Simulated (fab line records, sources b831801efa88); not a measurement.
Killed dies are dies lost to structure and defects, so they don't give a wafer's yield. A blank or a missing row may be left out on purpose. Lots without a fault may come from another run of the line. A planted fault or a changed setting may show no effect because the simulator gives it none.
Which tool did it? | flow sky130 | 10 lots, 30 wafers sampled, at 5 steps of a route of 708

WHAT THE GAUGES READ, wafer by wafer
SKY_VIA4_OVL_MEAS_11. Usual: VIA4_OVL -0.5 nm, standard deviation 1.4.
lot  | measured     | on         | VIA4_OVL (nm)  | flag
L824 | day 43 02:47 | overlay-01 | -3.4 -2.8 -2.4 |
L826 | day 43 20:33 | overlay-01 | -2.4 -2.5 -2.5 |
L827 | day 44 02:45 | overlay-02 | 0.7 -0.7 -0.6  |
L836 | day 46 16:29 | overlay-02 | 2.0 0.9 2.7    |
L837 | day 46 19:55 | overlay-02 | -1.6 0.8 0.7   |
L840 | day 47 11:22 | overlay-01 | 1.0 -0.8 -0.7  |
L841 | day 47 13:26 | overlay-02 | -3.0 -0.5 0.3  |
L843 | day 48 00:38 | overlay-01 | 1.2 -1.2 1.9   |
L844 | day 48 03:03 | overlay-02 | -0.6 -0.4 0.2  |
L845 | day 48 10:41 | overlay-01 | -1.7 -1.2 -2.4 |

SKY_METAL5_RS_MEAS_05: measures by four-point-probe. Usual: METAL5_ALCU_RS 0.0269 ohm/sq, standard deviation 0.00034.
lot  | measured     | on            | METAL5_ALCU_RS (ohm/sq) | flag
L824 | day 43 04:22 | film_metro-01 | 0.0273 0.0270 0.0272    |
L826 | day 43 22:20 | film_metro-01 | 0.0265 0.0270 0.0265    |
L827 | day 44 04:20 | film_metro-02 | 0.0265 0.0268 0.0265    |
L836 | day 46 18:11 | film_metro-04 | 0.0163 0.0165 0.0163    | OFF
L837 | day 46 21:36 | film_metro-04 | 0.0165 0.0165 0.0165    | OFF
L840 | day 47 12:56 | film_metro-02 | 0.0265 0.0269 0.0267    |
L841 | day 47 15:02 | film_metro-04 | 0.0268 0.0269 0.0273    |
L843 | day 48 02:13 | film_metro-01 | 0.0271 0.0278 0.0275    |
L844 | day 48 04:37 | film_metro-04 | 0.0271 0.0273 0.0273    |
L845 | day 48 12:16 | film_metro-02 | 0.0276 0.0270 0.0267    |

SKY_METAL5_THK_MEAS_06: measures by xrf. Usual: METAL5_ALCU_THK 1174 nm, standard deviation 16.
lot  | measured     | on            | METAL5_ALCU_THK (nm) | flag
L824 | day 43 04:28 | film_metro-01 | 1160 1183 1168       |
L826 | day 43 22:27 | film_metro-01 | 1188 1178 1195       |
L827 | day 44 04:26 | film_metro-02 | 1189 1191 1194       |
L836 | day 46 18:18 | film_metro-04 | 1923 1893 1905       | OFF
L837 | day 46 21:43 | film_metro-04 | 1900 1903 1893       | OFF
L840 | day 47 13:03 | film_metro-02 | 1192 1171 1188       |
L841 | day 47 15:08 | film_metro-04 | 1176 1172 1151       |
L843 | day 48 02:20 | film_metro-01 | 1175 1138 1150       |
L844 | day 48 04:44 | film_metro-04 | 1166 1155 1153       |
L845 | day 48 12:23 | film_metro-02 | 1154 1177 1194       |

WHICH TOOL RAN EACH LOT (tool, then ch and the chambers of the sampled wafers, then the start)
lot  | SKY_METAL5_SPUTTER_01        | SKY_METAL5_SPUTTER_02
L824 | pvd_sputter-03, day 43 04:11 | pvd_sputter-03, day 43 04:13
L826 | pvd_sputter-02, day 43 22:10 | pvd_sputter-02, day 43 22:12
L827 | pvd_sputter-03, day 44 04:10 | pvd_sputter-03, day 44 04:11
L836 | pvd_sputter-03, day 46 18:02 | pvd_sputter-03, day 46 18:04
L837 | pvd_sputter-03, day 46 21:28 | pvd_sputter-03, day 46 21:29
L840 | pvd_sputter-04, day 47 12:47 | pvd_sputter-04, day 47 12:49
L841 | pvd_sputter-02, day 47 14:50 | pvd_sputter-02, day 47 14:52
L843 | pvd_sputter-04, day 48 02:04 | pvd_sputter-04, day 48 02:06
L844 | pvd_sputter-02, day 48 04:28 | pvd_sputter-02, day 48 04:29
L845 | pvd_sputter-04, day 48 12:07 | pvd_sputter-04, day 48 12:08
- SKY_METAL5_SPUTTER_01: material TiN, target thk 20 nm, time 16.7 s.
- SKY_METAL5_SPUTTER_02: material AlCu, target thk 1150 nm, time 61.2 s.

WHAT THE TOOLS THEMSELVES READ (means of the sampled wafers that have a number; where no wafer has one, the mark that the record gives instead)
SKY_METAL5_SPUTTER_01. Usual: throttle_valve_pct 30.8 %, standard deviation 0.84.
lot  | tool           | throttle_valve_pct (%) | flag
L824 | pvd_sputter-03 | 29.2                   |
L826 | pvd_sputter-02 | 30.9                   |
L827 | pvd_sputter-03 | 30.4                   |
L836 | pvd_sputter-03 | 30.7                   |
L837 | pvd_sputter-03 | 30.0                   |
L840 | pvd_sputter-04 | 31.4                   |
L841 | pvd_sputter-02 | 30.9                   |
L843 | pvd_sputter-04 | 30.9                   |
L844 | pvd_sputter-02 | 31.2                   |
L845 | pvd_sputter-04 | 31.0                   |

SKY_METAL5_SPUTTER_02. Usual: throttle_valve_pct 30.8 %, standard deviation 0.82.
lot  | tool           | throttle_valve_pct (%) | flag
L824 | pvd_sputter-03 | 29.5                   |
L826 | pvd_sputter-02 | 30.8                   |
L827 | pvd_sputter-03 | 30.5                   |
L836 | pvd_sputter-03 | 30.9                   |
L837 | pvd_sputter-03 | 30.3                   |
L840 | pvd_sputter-04 | 31.4                   |
L841 | pvd_sputter-02 | 31.0                   |
L843 | pvd_sputter-04 | 31.0                   |
L844 | pvd_sputter-02 | 31.2                   |
L845 | pvd_sputter-04 | 31.0                   |

THE ANSWER, worked out from the rows above alone
Rule: a lot is off if the mean of its wafers that have a number lies more than 3 standard deviations from the usual mean. A lot without any number at a reading at which 4 lots or more have one is off too. The other lots that the step has rows for count as sound. The gauges are gone through in route order, then the tools' own readings, and for those a lot's mean is taken as printed above. The first step at which some lot is off is used, and at that step the reading that is off furthest; a lot without a number counts as furthest.
Off: L836, L837, at SKY_METAL5_RS_MEAS_05 (METAL5_ALCU_RS).
A tool fits if, at a process step before that reading, it ran every lot that is off, and no sound lot after the first of them. The gauges at SKY_METAL5_RS_MEAS_05 are tried like those tools. One fits: pvd_sputter-03 at SKY_METAL5_SPUTTER_01 and SKY_METAL5_SPUTTER_02. At SKY_METAL5_SPUTTER_01 its last sound lot is L827 (day 44 04:10), its first lot that is off L836 (day 46 18:02): a fault that began between those two fits.

WHAT THE SIMULATOR HAD PUT IN
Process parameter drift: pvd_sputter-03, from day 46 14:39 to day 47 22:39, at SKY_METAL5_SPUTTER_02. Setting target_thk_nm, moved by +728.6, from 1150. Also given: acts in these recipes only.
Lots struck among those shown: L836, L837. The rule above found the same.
